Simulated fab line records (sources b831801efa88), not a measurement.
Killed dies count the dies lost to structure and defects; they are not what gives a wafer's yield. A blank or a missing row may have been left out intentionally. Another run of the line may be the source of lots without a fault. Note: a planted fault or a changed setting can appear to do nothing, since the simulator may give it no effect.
Matching of chambers    flow sky130    SKY_VIA1_CMP_02 on cmp-01 has 4 sister chambers
The step polishes SiO2. 4 wafers are shown with their chamber, then 9 later ones without.

## WAFERS WITH THEIR CHAMBER
wafer   chamber  motor_current_A (A)
L664.4  2        11.6
L675.3  3        10.6
L676.1  1        12.1
L676.6  0        13.0

## WAFERS WHOSE CHAMBER IS MISSING
wafer   motor_current_A (A)
L677.1  11.0
L677.3  10.7
L677.5  12.1
L679.2  12.3
L679.5  13.1
L679.6  10.9
L680.2  13.1
L680.3  12.7
L680.4  10.5

## EACH ONE'S CHAMBER
wafer    from the rows above       in truth
L677.1   can't be placed: 3 or 2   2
L677.3   3                         3
L677.5   1                         1
L679.2   1                         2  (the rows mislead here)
L679.5   0                         0
L679.6   can't be placed: 3 or 2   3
L680.2   0                         0
L680.3   can't be placed: 0 or 1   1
L680.4   3                         3
5 of 9 placed correctly. Cannot be placed on the basis of these rows: 3; the candidates contain the true chamber in 3. Placed wrongly: 1.
How it was worked out, from the rows above alone: a wafer's distance from a chamber is the root of the sum, over the readings, of the square of ((its reading less the chamber's mean) divided by the reading's scatter). The wafer belongs to the nearest chamber; if the next one is less than 2 further off, it can't be placed. A chamber's mean is the mean of its shown wafers. The scatter: root of mean squared gap, hidden wafer to nearest shown wafer, with one shown wafer a chamber.
